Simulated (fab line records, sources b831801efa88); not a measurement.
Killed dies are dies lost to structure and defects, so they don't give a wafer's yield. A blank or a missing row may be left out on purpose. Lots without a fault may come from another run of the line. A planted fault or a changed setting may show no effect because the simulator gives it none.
Which tool did it? | flow gf180mcu | 14 lots, 42 wafers sampled, at 3 steps of a route of 602

WHAT THE GAUGES READ, wafer by wafer
GF_STI_THK_MEAS_24.
lot  | measured    | on            | STI_CVD_23_THK (nm)
L506 | day 2 03:47 | film_metro-04 | 654 654 656
L509 | day 2 18:35 | film_metro-01 | 648 649 656
L510 | day 3 01:27 | film_metro-04 | 643 663 661
L513 | day 3 15:03 | film_metro-04 | 662 658 667
L514 | day 3 22:16 | film_metro-04 | 650 648 655
L515 | day 4 02:39 | film_metro-01 | 653 649 657
L516 | day 4 08:33 | film_metro-04 | 644 638 661
L518 | day 4 16:56 | film_metro-01 | 644 650 637
L519 | day 4 23:11 | film_metro-01 | 650 661 654
L520 | day 5 06:47 | film_metro-04 | 664 660 661
L521 | day 5 08:07 | film_metro-02 | 664 664 653
L522 | day 5 13:31 | film_metro-02 | 644 652 646
L523 | day 5 20:52 | film_metro-02 | 639 659 640
L524 | day 6 00:36 | film_metro-01 | 651 652 643

GF_STI_THK_MEAS_30.
lot  | measured    | on            | STI_OXIDATION_02_THK (nm)
L506 | day 2 07:14 | film_metro-04 | 9.79 9.76 9.84
L509 | day 2 20:57 | film_metro-01 | 10.36 10.37 10.23
L510 | day 3 04:20 | film_metro-01 | 9.90 10.09 10.08
L513 | day 3 17:56 | film_metro-02 | 9.98 9.90 9.62
L514 | day 4 00:40 | film_metro-01 | 10.07 10.08 10.03
L515 | day 4 06:05 | film_metro-01 | 9.97 10.03 10.03
L516 | day 4 11:16 | film_metro-02 | 9.71 9.89 10.03
L518 | day 4 19:20 | film_metro-02 | 10.42 10.45 10.30
L519 | day 5 01:55 | film_metro-02 | 10.06 10.11 10.21
L520 | day 5 09:23 | film_metro-01 | 9.99 10.20 9.98
L521 | day 5 10:46 | film_metro-01 | 10.18 10.12 10.28
L522 | day 5 17:41 | film_metro-04 | 9.89 10.09 10.04
L523 | day 6 01:05 | film_metro-01 | 10.02 10.01 10.14
L524 | day 6 03:25 | film_metro-02 | 10.24 10.01 10.03

GF_MVSD_OVL_MEAS_07.
lot  | measured    | on         | MVSD_OVL (nm)
L506 | day 4 11:09 | overlay-01 | -1.9 -2.1 -3.5
L509 | day 5 01:41 | overlay-02 | 0.9 2.2 2.8
L510 | day 5 10:54 | overlay-01 | -0.7 0.7 -0.4
L513 | day 6 02:06 | overlay-02 | -2.0 -0.7 -2.0
L514 | day 6 11:21 | overlay-01 | -1.7 -1.4 -1.7
L515 | day 6 16:41 | overlay-01 | -1.7 -2.6 -0.3
L516 | day 6 21:06 | overlay-01 | -0.8 -0.3 -0.7
L518 | day 7 07:41 | overlay-02 | 0.4 1.0 1.5
L519 | day 7 14:22 | overlay-01 | 0.5 -0.5 0.3
L520 | day 7 23:15 | overlay-02 | 0.9 0.6 1.1
L521 | day 8 01:20 | overlay-01 | 0.6 0.2 0.8
L522 | day 8 07:31 | overlay-02 | 0.3 -0.4 -0.1
L523 | day 8 17:50 | overlay-01 | 0.7 -1.6 0.6
L524 | day 8 18:12 | overlay-02 | -1.9 -2.4 -0.3

WHICH TOOL RAN EACH LOT (tool, then ch and the chambers of the sampled wafers, then the start)
The record holds no process step before these readings.

WHAT THE TOOLS THEMSELVES READ (means of the sampled wafers that have a number; where no wafer has one, the mark that the record gives instead)
The record holds no such reading with a usual standard deviation.

THE ANSWER, worked out from the rows above alone
Rule: what is usual is taken from the lots themselves. Put in order of their means at a reading, lots are off if they are a third of the lots or fewer, leave a main group of 4 or more, and stand apart from it by a gap of 3 or more times the standard deviation of the main group's means; of several such gaps the widest counts. A main group whose means are all the same, to the digits that the tables above print for the reading, isn't used. A lot without any number at a reading at which 4 lots or more have one is off too. The other lots that the step has rows for count as sound. The gauges are gone through in route order, then the tools' own readings, and for those a lot's mean is taken as printed above. The first step at which some lot is off is used, and at that step the reading that is off furthest; a lot without a number counts as furthest.
No lot is off at any reading shown: from this, nothing can be told.

WHAT THE SIMULATOR HAD PUT IN
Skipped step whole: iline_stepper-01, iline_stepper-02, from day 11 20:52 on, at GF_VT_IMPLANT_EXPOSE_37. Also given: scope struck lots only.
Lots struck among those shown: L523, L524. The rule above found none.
